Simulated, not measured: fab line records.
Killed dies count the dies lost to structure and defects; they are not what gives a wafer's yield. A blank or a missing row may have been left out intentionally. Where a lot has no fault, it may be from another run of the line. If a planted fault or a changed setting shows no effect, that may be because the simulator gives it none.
fab line records + flow sky130
[record]
- lots = 5
- wafers = 15
- last-day = 50
route steps=708 shown DNWELL@41 PWDE@45 NWELL@56 VT_ADJUST_HVTP@85 PAD_OPEN@708
lots with no fault: from the same line, run without faults
start-h: the number of hours between the record's first day and the start of the first shown wafer of the lot + wait-h: hours from the lot's prior step to this one + " same as the row above + L1.1+2: several wafers, shown together as one row + - value missing, or start not given + * or withheld: withheld + < > ~ a bound
route shown NAME@n: names a module that has steps shown in the file, with the first one's number in the route + usual: the fault-free wafers' mean and standard deviation + same: alike in all rows + chamber/n: place in a boat + sites: the reading at each site + _std_site: their standard deviation + _edge_site: outer sites' mean less inner sites' + radius-mm: how far each site lies from the wafer's centre + mask NAME#n: copy n + behind: tool/chamber where the wafer was last shaped + hold: what put the lot on hold/how long, in hours/how the hold closed + device: the transistor (n, p or np) that didn't switch + end of line: tests run on the same wafers once the route is complete + step lacking rows: just its recipe + killed: the dies lost at the first sort to structure and to defects; this is not the yield of the wafer + map: dies across one wafer; x = killed, . = not, _ = none there
set.NAME: the setting that was run; set.NAME@STEP: the one run at that earlier step + model.NAME: the simulator's own value behind a step, which no gauge read
lots seen at some steps along the route; tables by step, rows by wafer
services: when a tool's chamber went out of use (start-h, in hours from the record's first day, below 0 if earlier), for how many hours, and the reason
[[steps]]
[step SKY_DNWELL_DEVELOP_06]
[recipe]
- wall-angle-deg = 90
- developer = TMAH
- develop-time-s = 60
- dev-temp-c = 23
[step SKY_DNWELL_IMPLANT_07]
[recipe]
- species = P
- energy-kev = withheld
- dose-cm2 = withheld
- tilt-deg = withheld
[step SKY_DNWELL_STRIP_08]
[recipe]
- chemistry = O2/N2
- power-w = 1400
- pressure-mtorr = 1500
- platen-temp-c = withheld
- o2-flow-sccm = 3000
- n2-flow-sccm = 300
- overash-fraction = 0.5
[step SKY_PWDE_DEHYDRATE_00]
[recipe]
- temp-c = 200
- time-s = 60
[step SKY_PWDE_HMDS_01]
[recipe]
- prime-time-s = 60
- prime-temp-c = 120
[step SKY_PWDE_COAT_02]
[recipe]
- spin-rpm = 2000
- resist-thk-nm = 3000
[step SKY_PWDE_SOFTBAKE_03]
[recipe]
- temp-c = 110
- time-s = withheld
[step SKY_PWDE_EXPOSE_04]
[recipe]
- mask-id = PWDEM
- na = 0.6
- source-shape = conventional
- sigma-outer = 0.6
- polarization = unpolarized
- target-cd-nm = 840
- dose-mj = 214
[step SKY_PWDE_PEB_05]
[recipe]
- temp-c = 115
- time-s = withheld
[step SKY_PWDE_DEVELOP_06]
[recipe]
- wall-angle-deg = 90
- developer = TMAH
- develop-time-s = 60
- dev-temp-c = 23
[step SKY_PWDE_IMPLANT_08]
[recipe]
- species = B
- energy-kev = 150
- dose-cm2 = 3.6e+12
- tilt-deg = withheld
[usual]
- dose-ions-cm2 = 3.6e+12/3.8e+09
- faraday-current-uA = 20.3/0.35
| lot.wafer | tool         | chamber | start-h | wait-h | dose-ions-cm2 | faraday-current-uA |
|-----------|--------------|---------|---------|--------|---------------|--------------------|
| L777.1    | implanter-04 | 0       | 113.46  | 0.0    | 3.896e+12     | 21.3               |
| L777.3    | "            | 0       | "       | "      | 3.886e+12     | 22.1               |
| L777.4    | "            | 0       | "       | "      | 3.889e+12     | 21.8               |
| L778.1    | implanter-04 | 0       | 124.26  | 0.0    | 3.886e+12     | 22.4               |
| L778.3    | "            | 0       | "       | "      | 3.892e+12     | 21.7               |
| L778.5    | "            | 0       | "       | "      | 3.893e+12     | 22.5               |
| L781.1    | implanter-04 | 0       | 134.99  | 0.0    | 3.886e+12     | 21.8               |
| L781.2    | "            | 0       | "       | "      | 3.892e+12     | 22.1               |
| L781.6    | "            | 0       | "       | "      | 3.888e+12     | 22.2               |
| L783.2    | implanter-02 | 0       | 146.44  | 0.0    | 3.598e+12     | 20.5               |
| L783.3    | "            | 0       | "       | "      | 3.597e+12     | 20.5               |
| L783.5    | "            | 0       | "       | "      | 3.609e+12     | 20.7               |
| L789.2    | implanter-04 | 0       | 191.54  | 0.0    | 3.607e+12     | 20.0               |
| L789.4    | "            | 0       | "       | "      | 3.596e+12     | 19.4               |
| L789.6    | "            | 0       | "       | "      | 3.596e+12     | 20.3               |
[step SKY_PWDE_STRIP_09]
[recipe]
- chemistry = O2/N2
- power-w = 1400
- pressure-mtorr = 1500
- platen-temp-c = withheld
- o2-flow-sccm = 3000
- n2-flow-sccm = 300
- overash-fraction = 0.5
[step SKY_PWDE_TW_MEAS_10]
[usual]
- PWDE_TW = 367.8/2.5
| lot.wafer | tool          | chamber | start-h | wait-h | hold                     | PWDE_TW |
|-----------|---------------|---------|---------|--------|--------------------------|---------|
| L777.1    | film-metro-04 | -       | 113.71  | 0.1    | -                        | 376.0   |
| L777.3    | "             | -       | "       | "      | -                        | 376.6   |
| L777.4    | "             | -       | "       | "      | -                        | 376.6   |
| L778.1    | film-metro-01 | -       | 124.51  | 0.1    | await-dispo/0.2h/release | 377.3   |
| L778.3    | "             | -       | "       | "      | await-dispo/0.2h/release | 378.0   |
| L778.5    | "             | -       | "       | "      | await-dispo/0.2h/release | 377.6   |
| L778.1    | film-metro-01 | -       | 124.74  | 0.2    | -                        | 377.7   |
| L778.3    | "             | -       | "       | "      | -                        | 376.3   |
| L778.5    | "             | -       | "       | "      | -                        | 377.2   |
| L781.1    | film-metro-04 | -       | 135.24  | 0.1    | -                        | 375.5   |
| L781.2    | "             | -       | "       | "      | -                        | 374.0   |
| L781.6    | "             | -       | "       | "      | -                        | 374.3   |
| L783.2    | film-metro-04 | -       | 146.67  | 0.1    | -                        | 364.9   |
| L783.3    | "             | -       | "       | "      | -                        | 366.2   |
| L783.5    | "             | -       | "       | "      | -                        | 364.9   |
| L789.2    | film-metro-01 | -       | 191.77  | 0.1    | -                        | 371.4   |
| L789.4    | "             | -       | "       | "      | -                        | 370.8   |
| L789.6    | "             | -       | "       | "      | -                        | 370.6   |
[step SKY_NWELL_DEHYDRATE_03]
[recipe]
- temp-c = 200
- time-s = 60
[step SKY_NWELL_HMDS_04]
[recipe]
- prime-time-s = 60
- prime-temp-c = 120
[step SKY_NWELL_COAT_05]
[recipe]
- spin-rpm = 2000
- resist-thk-nm = 3000
[step SKY_NWELL_SOFTBAKE_06]
[recipe]
- temp-c = 110
- time-s = withheld
[step SKY_NWELL_EXPOSE_07]
[recipe]
- mask-id = NWM
- na = 0.6
- source-shape = conventional
- sigma-outer = 0.6
- polarization = unpolarized
- target-cd-nm = 840
- dose-mj = 255
[step SKY_NWELL_PEB_08]
[recipe]
- temp-c = 115
- time-s = withheld
[step SKY_NWELL_DEVELOP_09]
[recipe]
- wall-angle-deg = 90
- developer = TMAH
- develop-time-s = 60
- dev-temp-c = 23
[step SKY_NWELL_IMPLANT_11]
[recipe]
- species = P
- energy-kev = 400
- dose-cm2 = 1.9e+13
- tilt-deg = withheld
[step SKY_NWELL_IMPLANT_12]
[recipe]
- species = P
- energy-kev = 120
- dose-cm2 = 1.3e+12
- tilt-deg = withheld
[step SKY_NWELL_IMPLANT_13]
[recipe]
- species = P
- energy-kev = 50
- dose-cm2 = 7e+11
- tilt-deg = withheld
[step SKY_NWELL_STRIP_14]
[recipe]
- chemistry = O2/N2
- power-w = 1400
- pressure-mtorr = 1500
- platen-temp-c = withheld
- o2-flow-sccm = 3000
- n2-flow-sccm = 300
- overash-fraction = 0.5
[step SKY_NWELL_DEHYDRATE_16]
[recipe]
- temp-c = 200
- time-s = 60
[step SKY_NWELL_HMDS_17]
[recipe]
- prime-time-s = 60
- prime-temp-c = 120
[step SKY_NWELL_COAT_18]
[recipe]
- spin-rpm = 2000
- resist-thk-nm = 3000
[step SKY_NWELL_SOFTBAKE_19]
[recipe]
- temp-c = 110
- time-s = withheld
[step SKY_NWELL_EXPOSE_20]
[recipe]
- mask-id = NWM_COMPLEMENT
- na = 0.6
- source-shape = conventional
- sigma-outer = 0.6
- polarization = unpolarized
- target-cd-nm = 840
- dose-mj = 260
[step SKY_NWELL_PEB_21]
[recipe]
- temp-c = 115
- time-s = withheld
[step SKY_NWELL_DEVELOP_22]
[recipe]
- wall-angle-deg = 90
- developer = TMAH
- develop-time-s = 60
- dev-temp-c = 23
[step SKY_NWELL_IMPLANT_24]
[recipe]
- species = B
- energy-kev = 140
- dose-cm2 = 9.2e+12
- tilt-deg = withheld
[step SKY_NWELL_STRIP_25]
[recipe]
- chemistry = O2/N2
- power-w = 1400
- pressure-mtorr = 1500
- platen-temp-c = withheld
- o2-flow-sccm = 3000
- n2-flow-sccm = 300
- overash-fraction = 0.5
[step SKY_NWELL_CLEAN_27]
[recipe]
- chemistry = SC1/SC2
- mix = 1:4:20
- temp-c = 70
- time-s = 150
- dry = n2-spin
[step SKY_NWELL_RTA_28]
[recipe]
- temp-c = 1050
- time-s = 30
- idle-temp-c = 650
- ramp-up-c-per-s = 150
- ramp-down-c-per-s = 90
- ambient = N2
[step SKY_NWELL_RS_MEAS_31]
[recipe]
- thk-meas-gauge = four-point-probe
[usual]
- PWDE_RS = 5278/19
| lot.wafer | tool          | chamber | start-h | wait-h | hold                     | PWDE_RS[ohm/sq] |
|-----------|---------------|---------|---------|--------|--------------------------|-----------------|
| L777.1    | film-metro-02 | -       | 151.72  | 0.1    | await-dispo/0.2h/release | 4941            |
| L777.3    | "             | -       | "       | "      | await-dispo/0.2h/release | 4961            |
| L777.4    | "             | -       | "       | "      | await-dispo/0.2h/release | 4960            |
| L777.1    | film-metro-02 | -       | 152.00  | 0.3    | -                        | 4950            |
| L777.3    | "             | -       | "       | "      | -                        | 4942            |
| L777.4    | "             | -       | "       | "      | -                        | 4967            |
| L778.1    | film-metro-01 | -       | 162.97  | 0.1    | await-dispo/0.2h/release | 4956            |
| L778.3    | "             | -       | "       | "      | await-dispo/0.2h/release | 4948            |
| L778.5    | "             | -       | "       | "      | await-dispo/0.2h/release | 4957            |
| L778.1    | film-metro-01 | -       | 163.26  | 0.3    | -                        | 4949            |
| L778.3    | "             | -       | "       | "      | -                        | 4944            |
| L778.5    | "             | -       | "       | "      | -                        | 4961            |
| L781.1    | film-metro-01 | -       | 178.92  | 0.1    | await-dispo/0.2h/release | 4970            |
| L781.2    | "             | -       | "       | "      | await-dispo/0.2h/release | 4972            |
| L781.6    | "             | -       | "       | "      | await-dispo/0.2h/release | 4970            |
| L781.1    | film-metro-01 | -       | 179.21  | 0.3    | -                        | 4969            |
| L781.2    | "             | -       | "       | "      | -                        | 4975            |
| L781.6    | "             | -       | "       | "      | -                        | 4968            |
| L783.2    | film-metro-04 | -       | 187.10  | 0.1    | -                        | 5286            |
| L783.3    | "             | -       | "       | "      | -                        | 5282            |
| L783.5    | "             | -       | "       | "      | -                        | 5283            |
| L789.2    | film-metro-01 | -       | 239.78  | 0.1    | -                        | 5293            |
| L789.4    | "             | -       | "       | "      | -                        | 5294            |
| L789.6    | "             | -       | "       | "      | -                        | 5279            |
[step SKY_VT_ADJUST_HVTP_DEHYDRATE_00]
[recipe]
- temp-c = 200
- time-s = 60
| lot.wafer  | tool           | chamber | start-h | wait-h | hold                     |
|------------|----------------|---------|---------|--------|--------------------------|
| L777.1+3+4 | litho-track-01 | 0       | 160.99  | 9.0    | await-dispo/2.2h/release |
| L778.1+3+5 | litho-track-03 | 0       | 172.58  | 9.3    | await-dispo/2.7h/release |
| L781.1+2+6 | litho-track-01 | 0       | 188.74  | 9.5    | await-dispo/3.0h/release |
| L783.2+3+5 | litho-track-03 | 0       | 197.85  | 10.7   | -                        |
| L789.2+4+6 | litho-track-04 | 0       | 250.50  | 10.7   | -                        |
[step SKY_PAD_OPEN_PROBE_99]
[usual]
- killed_at_M0_to_M3 = 44/7.3
- killed_at_M4_up = 3.5/1.8
- killed-at-contacts = 24/5.8
- killed-at-front-end = 16/4.3
- killed-at-other = 0.5/0.68
- killed-dies = 88/9.4
- killed-open = 48/6.8
- killed-short = 40/6.1
[same]
- gross-dies = 492
- killed-at-back-side = 0
| lot.wafer | tool      | chamber | start-h | wait-h | killed_at_M0_to_M3 | killed_at_M4_up | killed-at-contacts | killed-at-front-end | killed-at-other | killed-dies | killed-open | killed-short | model.etest.res-pwde-under-gate.rs-ohm-sq |
|-----------|-----------|---------|---------|--------|--------------------|-----------------|--------------------|---------------------|-----------------|-------------|-------------|--------------|-------------------------------------------|
| L777.1    | prober-02 | -       | 1125.27 | 0.1    | 48                 | 2               | 21                 | 21                  | 0               | 92          | 56          | 36           | 5764                                      |
| L777.3    | prober-02 | -       | 1125.37 | 0.2    | 47                 | 1               | 15                 | 12                  | 1               | 76          | 44          | 32           | 5747                                      |
| L777.4    | prober-02 | -       | 1125.42 | 0.2    | 54                 | 6               | 16                 | 19                  | 0               | 95          | 44          | 50           | 5748                                      |
| L778.1    | prober-01 | -       | 1133.87 | 0.1    | 53                 | 0               | 28                 | 14                  | 1               | 96          | 53          | 42           | 5740                                      |
| L778.3    | prober-01 | -       | 1133.97 | 0.2    | 47                 | 3               | 30                 | 17                  | 0               | 97          | 59          | 38           | 5737                                      |
| L778.5    | prober-01 | -       | 1134.07 | 0.2    | 68                 | 3               | 16                 | 19                  | 0               | 106         | 58          | 46           | 5723                                      |
| L781.1    | prober-01 | -       | 1155.25 | 0.1    | 48                 | 3               | 29                 | 24                  | 0               | 104         | 62          | 39           | 5882                                      |
| L781.2    | prober-01 | -       | 1155.30 | 0.1    | 49                 | 4               | 29                 | 22                  | 0               | 104         | 54          | 49           | 5872                                      |
| L781.6    | prober-01 | -       | 1155.50 | 0.2    | 44                 | 2               | 31                 | 18                  | 1               | 96          | 51          | 44           | 5845                                      |
| L783.2    | prober-02 | -       | 1162.49 | 0.1    | 42                 | 5               | 22                 | 13                  | 0               | 82          | 41          | 39           | 6248                                      |
| L783.3    | prober-02 | -       | 1162.54 | 0.2    | 33                 | 2               | 21                 | 21                  | 0               | 77          | 49          | 28           | 6314                                      |
| L783.5    | prober-02 | -       | 1162.64 | 0.2    | 43                 | 6               | 19                 | 17                  | 1               | 86          | 38          | 48           | 6298                                      |
| L789.2    | prober-01 | -       | 1195.33 | 0.1    | 42                 | 5               | 22                 | 21                  | 0               | 90          | 43          | 47           | 6301                                      |
| L789.4    | prober-01 | -       | 1195.43 | 0.2    | 42                 | 7               | 25                 | 15                  | 0               | 89          | 51          | 38           | 6261                                      |
| L789.6    | prober-01 | -       | 1195.53 | 0.2    | 36                 | 4               | 32                 | 11                  | 0               | 83          | 51          | 32           | 6285                                      |
// killed by level:class
L777.1 VIA1:geometric-particle:open=11 CONTACT:geometric-particle:open=9 VIA3:geometric-particle:open=7 POLY_GATE:geometric-particle:open=5 POLY_GATE:geometric-particle:short=5 LI_CONTACT:geometric-particle:open=5 VIA1:geometric-particle:short=5 VIA2:geometric-particle:open=5
L777.3 VIA1:geometric-particle:open=15 VIA3:geometric-particle:open=8 CONTACT:geometric-particle:open=7 METAL2:geometric-particle:short=5 FIELD_ISO:geometric-particle:short=4 VIA3:geometric-particle:short=4 FIELD_ISO:geometric-particle:open=3 LI_CONTACT:geometric-particle:open=3
L777.4 METAL1:geometric-particle:short=9 VIA3:geometric-particle:open=8 METAL2:geometric-particle:short=7 VIA1:geometric-particle:open=7 FIELD_ISO:geometric-particle:open=6 METAL4:geometric-particle:short=6 VIA2:geometric-particle:open=6 POLY_GATE:geometric-particle:short=5
L778.1 VIA3:geometric-particle:open=14 CONTACT:geometric-particle:open=11 VIA1:geometric-particle:open=8 METAL2:geometric-particle:short=8 LI_CONTACT:geometric-particle:open=7 CONTACT:geometric-particle:short=6 VIA1:geometric-particle:short=5 VIA2:geometric-particle:short=5
L778.3 VIA1:geometric-particle:open=13 VIA3:geometric-particle:open=12 LI_CONTACT:geometric-particle:open=11 VIA2:geometric-particle:open=9 FIELD_ISO:geometric-particle:short=8 CONTACT:geometric-particle:open=8 LI_CONTACT:geometric-particle:short=4 CONTACT:geometric-particle:short=4
L778.5 VIA3:geometric-particle:open=14 VIA1:geometric-particle:open=13 VIA2:geometric-particle:open=12 FIELD_ISO:geometric-particle:short=6 FIELD_ISO:geometric-particle:open=6 VIA1:geometric-particle:short=6 VIA3:geometric-particle:short=6 LI_CONTACT:geometric-particle:open=5
L781.1 VIA3:geometric-particle:open=12 VIA1:geometric-particle:open=12 CONTACT:geometric-particle:open=10 METAL1:geometric-particle:short=7 LI_CONTACT:geometric-particle:open=6 CONTACT:geometric-particle:short=6 FIELD_ISO:geometric-particle:open=5 FIELD_ISO:geometric-particle:short=4
L781.2 CONTACT:geometric-particle:open=12 VIA3:geometric-particle:open=10 VIA2:geometric-particle:open=8 LI_CONTACT:geometric-particle:open=7 METAL1:geometric-particle:short=6 METAL3:geometric-particle:short=6 FIELD_ISO:geometric-particle:open=5 METAL2:geometric-particle:short=5
L781.6 VIA1:geometric-particle:open=13 LI_CONTACT:geometric-particle:open=10 CONTACT:geometric-particle:open=9 VIA3:geometric-particle:open=6 CONTACT:geometric-particle:short=5 FIELD_ISO:geometric-particle:short=4 POLY_GATE:geometric-particle:open=4 LI_CONTACT:geometric-particle:short=4
L783.2 VIA3:geometric-particle:open=11 VIA1:geometric-particle:open=10 METAL2:geometric-particle:short=9 POLY_GATE:geometric-particle:short=7 LI_CONTACT:geometric-particle:open=5 CONTACT:geometric-particle:open=5 LOCAL_INTERCONNECT:geometric-particle:short=4 CONTACT:geometric-particle:short=4
L783.3 VIA1:geometric-particle:open=10 LI_CONTACT:geometric-particle:open=9 POLY_GATE:geometric-particle:open=8 FIELD_ISO:geometric-particle:short=7 VIA3:geometric-particle:open=7 CONTACT:geometric-particle:open=5 CONTACT:geometric-particle:short=4 METAL1:geometric-particle:short=4
L783.5 VIA1:geometric-particle:open=9 VIA3:geometric-particle:open=7 LOCAL_INTERCONNECT:geometric-particle:short=7 FIELD_ISO:geometric-particle:short=6 METAL2:geometric-particle:short=6 CONTACT:geometric-particle:open=5 METAL1:geometric-particle:short=5 VIA2:geometric-particle:open=5
L789.2 VIA1:geometric-particle:open=9 METAL1:geometric-particle:short=7 POLY_GATE:geometric-particle:short=7 CONTACT:geometric-particle:open=7 VIA2:geometric-particle:open=7 METAL2:geometric-particle:short=6 FIELD_ISO:geometric-particle:short=5 LI_CONTACT:geometric-particle:open=5
L789.4 CONTACT:geometric-particle:open=12 VIA1:geometric-particle:open=11 VIA3:geometric-particle:open=9 LI_CONTACT:geometric-particle:open=6 METAL2:geometric-particle:short=6 METAL4:geometric-particle:short=6 FIELD_ISO:geometric-particle:open=4 POLY_GATE:geometric-particle:open=4
L789.6 CONTACT:geometric-particle:open=14 VIA1:geometric-particle:open=8 LI_CONTACT:geometric-particle:open=6 VIA2:geometric-particle:open=5 LOCAL_INTERCONNECT:geometric-particle:short=4 METAL2:geometric-particle:short=4 FIELD_ISO:geometric-particle:open=3 LI_CONTACT:geometric-particle:short=3
[[services]]
| tool           | chamber | start-h | hours | kind                      |
|----------------|---------|---------|-------|---------------------------|
| implanter-02   | -       | 140.01  | 6.3   | repair                    |
| litho-track-04 | -       | 141.32  | -     | consumable-replace:filter |
| litho-track-04 | -       | 149.40  | -     | consumable-replace:filter |
| implanter-04   | -       | 191.66  | 12.2  | pm                        |
| implanter-02   | -       | 194.39  | 1.9   | repair                    |
| implanter-02   | -       | 208.31  | 2.6   | repair                    |
| implanter-04   | -       | 242.91  | 4.2   | pm                        |
[[key]]
[first-sign]
- step = SKY_PWDE_IMPLANT_08
- reading = dose-ions-cm2
- direction = up
- sigmas = 76
- usual = *
- struck = *
[effect]
- step = SKY_PWDE_IMPLANT_08
- reading = faraday-current-uA
- direction = up
- sigmas = 4.7
- usual = 20.3
- struck = 22.0
[effect]
- step = SKY_PWDE_TW_MEAS_10
- reading = PWDE_TW
- direction = up
- sigmas = 3.3
- usual = 367.8
- struck = 376.2
[effect]
- step = SKY_NWELL_RS_MEAS_31
- reading = PWDE_RS
- direction = down
- sigmas = 17
- usual = 5278
- struck = 4959
[model-effect]
- step = SKY_PAD_OPEN_PROBE_99
- value = etest.res-pwde-under-gate.rs-ohm-sq
- without = 6214
- struck = 5784
met-at SKY_PWDE_IMPLANT_08
struck-wafers L777.1,L777.3,L777.4,L778.1,L778.3,L778.5,L781.1,L781.2,L781.6
tester-left-out L777,L778,L781
[fault]
- kind = process-parameter-drift
- tool = implanter-04
- chamber = -
- onset-h = 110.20
- steps = SKY_PWDE_IMPLANT_08
- channel = dose-cm2
- offset = *
- shape = step
- end-h = 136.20
- acts-in = *
- stated = *
// tester-left-out: of these lots the tester's yield and bins aren't shown, on N5 and GAA mostly nor the transistor test; their killed dies are dies lost to structure and defects alone, not to doping, threshold or leakage, so they don't give the yield
